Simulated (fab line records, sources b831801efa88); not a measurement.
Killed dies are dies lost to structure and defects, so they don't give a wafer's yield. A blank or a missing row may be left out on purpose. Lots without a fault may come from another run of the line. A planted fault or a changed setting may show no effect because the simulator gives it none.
Which tool did it? | flow sky130 | 12 lots, 36 wafers sampled, at 6 steps of a route of 708

WHAT THE GAUGES READ, wafer by wafer
SKY_FIELD_ISO_CD_MEAS_13: target cd 150 nm. Usual: cd_nm 150.6 nm, standard deviation 1.6.
lot  | measured    | on        | cd_nm (nm)        | flag
L317 | day 2 04:50 | cd_sem-02 | 151.2 148.0 148.9 |
L319 | day 2 15:20 | cd_sem-02 | 151.4 152.8 152.7 |
L320 | day 2 22:56 | cd_sem-02 | 150.4 148.3 148.9 |
L323 | day 3 11:47 | cd_sem-02 | 154.1 153.3 151.6 |
L324 | day 3 16:36 | cd_sem-02 | 149.3 149.1 147.8 |
L325 | day 3 22:19 | cd_sem-01 | 149.9 151.6 148.7 |
L327 | day 4 07:54 | cd_sem-01 | 150.1 150.0 149.1 |
L328 | day 4 14:53 | cd_sem-01 | 151.1 150.1 150.5 |
L329 | day 4 19:05 | cd_sem-02 | 149.0 149.3 149.9 |
L331 | day 5 04:15 | cd_sem-01 | 148.5 149.0 148.9 |
L339 | day 6 23:18 | cd_sem-01 | 149.3 151.9 150.6 |
L340 | day 7 04:10 | cd_sem-01 | 152.3 150.9 151.6 |

SKY_PWDE_OVL_MEAS_07. Usual: PWDE_OVL 0.4 nm, standard deviation 1.4.
lot  | measured    | on         | PWDE_OVL (nm)  | flag
L317 | day 3 20:20 | overlay-01 | -0.4 -0.5 -0.4 |
L319 | day 4 05:59 | overlay-01 | 3.6 0.6 3.0    |
L320 | day 4 15:35 | overlay-01 | 0.7 1.0 1.5    |
L323 | day 5 07:40 | overlay-02 | -3.3 -0.3 1.7  |
L324 | day 5 10:19 | overlay-01 | 1.8 1.8 2.3    |
L325 | day 5 14:41 | overlay-02 | 0.6 0.1 2.0    |
L327 | day 6 04:02 | overlay-01 | 1.6 0.3 0.4    |
L328 | day 6 09:20 | overlay-02 | 1.8 1.9 1.5    |
L329 | day 6 17:04 | overlay-02 | 1.8 1.2 2.5    |
L331 | day 7 04:16 | overlay-01 | -2.5 -0.8 -1.5 |
L339 | day 9 00:48 | overlay-01 | -2.0 -2.2 -0.8 |
L340 | day 9 08:33 | overlay-01 | 0.1 0.8 1.4    |

SKY_NWELL_OVL_MEAS_23. Usual: NWELL_01_OVL 0.1 nm, standard deviation 1.3.
lot  | measured     | on         | NWELL_01_OVL (nm) | flag
L317 | day 5 07:13  | overlay-02 | -1.5 -2.5 -1.1    |
L319 | day 5 20:10  | overlay-02 | -2.5 -3.0 -0.1    |
L320 | day 6 03:27  | overlay-02 | 0.4 1.6 0.9       |
L323 | day 6 20:25  | overlay-01 | 0.4 -0.2 -0.1     |
L324 | day 7 00:43  | overlay-02 | -0.1 0.4 0.9      |
L325 | day 7 05:31  | overlay-02 | -1.6 -0.9 -1.4    |
L327 | day 7 19:46  | overlay-02 | 0.6 -3.0 0.2      |
L328 | day 8 00:51  | overlay-02 | 1.1 -0.3 1.8      |
L329 | day 8 10:04  | overlay-01 | 0.7 1.7 -0.6      |
L331 | day 8 22:06  | overlay-01 | - - -             | OFF
L339 | day 10 22:52 | overlay-01 | -2.0 1.9 0.6      |
L340 | day 11 06:40 | overlay-01 | 0.8 -0.1 -0.8     |

SKY_NWELL_TW_MEAS_26. Usual: NWELL_2_TW 495.1, standard deviation 2.2.
lot  | measured     | on            | NWELL_2_TW                    | flag
L317 | day 5 07:31  | film_metro-01 | 495.8 496.7 495.4             |
L319 | day 5 20:27  | film_metro-01 | 496.4 498.7 496.4             |
L320 | day 6 03:44  | film_metro-01 | 492.5 496.7 496.2             |
L323 | day 6 20:43  | film_metro-03 | 493.3 493.7 494.4             |
L324 | day 7 01:01  | film_metro-01 | 493.1 494.6 496.4             |
L325 | day 7 05:48  | film_metro-04 | 493.5 498.1 491.8             |
L327 | day 7 20:04  | film_metro-04 | 494.1 493.7 494.6             |
L328 | day 8 01:08  | film_metro-01 | 494.0 492.5 491.4             |
L329 | day 8 10:21  | film_metro-04 | 497.3 496.3 493.8             |
L331 | day 8 22:23  | film_metro-04 | 29.8 30.0 30.1 30.0 30.0 29.9 | OFF
L339 | day 10 23:10 | film_metro-01 | 498.4 495.5 495.6             |
L340 | day 11 06:57 | film_metro-04 | 497.4 498.7 499.7             |

SKY_VT_ADJUST_HVTP_TW_MEAS_11. Usual: VT_ADJUST_HVTP_TW 1354, standard deviation 7.9.
lot  | measured     | on            | VT_ADJUST_HVTP_TW | flag
L317 | day 6 00:59  | film_metro-04 | 1352 1353 1355    |
L319 | day 6 16:25  | film_metro-04 | 1351 1347 1346    |
L320 | day 7 00:22  | film_metro-04 | 1351 1351 1352    |
L323 | day 7 16:37  | film_metro-02 | 1363 1360 1359    |
L324 | day 7 21:22  | film_metro-04 | 1352 1350 1353    |
L325 | day 8 02:23  | film_metro-02 | 1364 1361 1356    |
L327 | day 8 18:10  | film_metro-02 | 1360 1357 1359    |
L328 | day 8 23:01  | film_metro-02 | 1362 1360 1357    |
L329 | day 9 08:36  | film_metro-04 | 1347 1348 1342    |
L339 | day 11 23:54 | film_metro-03 | 1363 1356 1358    |
L340 | day 12 07:13 | film_metro-04 | 1349 1353 1352    |

WHICH TOOL RAN EACH LOT (tool, then ch and the chambers of the sampled wafers, then the start)
lot  | SKY_NWELL_EXPOSE_20
L317 | iline_stepper-01 ch 0, day 4 22:32
L319 | iline_stepper-01 ch 0, day 5 12:18
L320 | iline_stepper-02 ch 0, day 5 18:28
L323 | iline_stepper-01 ch 0, day 6 10:35
L324 | iline_stepper-02 ch 0, day 6 14:59
L325 | iline_stepper-01 ch 0, day 6 20:14
L327 | iline_stepper-01 ch 0, day 7 09:56
L328 | iline_stepper-02 ch 0, day 7 14:47
L329 | iline_stepper-02 ch 0, day 7 23:55
L331 | iline_stepper-02 ch 0, day 8 11:25
L339 | iline_stepper-02 ch 0, day 10 10:53
L340 | iline_stepper-01 ch 0, day 10 19:22
- SKY_NWELL_EXPOSE_20: exposes mask NWM COMPLEMENT, target cd 840 nm.

WHAT THE TOOLS THEMSELVES READ (means of the sampled wafers that have a number; where no wafer has one, the mark that the record gives instead)
The record holds no such reading with a usual standard deviation.

THE ANSWER, worked out from the rows above alone
Rule: a lot is off if the mean of its wafers that have a number lies more than 3 standard deviations from the usual mean. A lot without any number at a reading at which 4 lots or more have one is off too. The other lots that the step has rows for count as sound. The gauges are gone through in route order, then the tools' own readings, and for those a lot's mean is taken as printed above. The first step at which some lot is off is used, and at that step the reading that is off furthest; a lot without a number counts as furthest.
Off: L331, at SKY_NWELL_OVL_MEAS_23 (NWELL_01_OVL). Without a number there: L331.
A tool fits if, at a process step before that reading, it ran every lot that is off, and no sound lot after the first of them. The gauges at SKY_NWELL_OVL_MEAS_23 aren't tried: what is off there is off at SKY_NWELL_TW_MEAS_26 too, on other tools, and a gauge's error can't cause that. None of those tried fits.

WHAT THE SIMULATOR HAD PUT IN
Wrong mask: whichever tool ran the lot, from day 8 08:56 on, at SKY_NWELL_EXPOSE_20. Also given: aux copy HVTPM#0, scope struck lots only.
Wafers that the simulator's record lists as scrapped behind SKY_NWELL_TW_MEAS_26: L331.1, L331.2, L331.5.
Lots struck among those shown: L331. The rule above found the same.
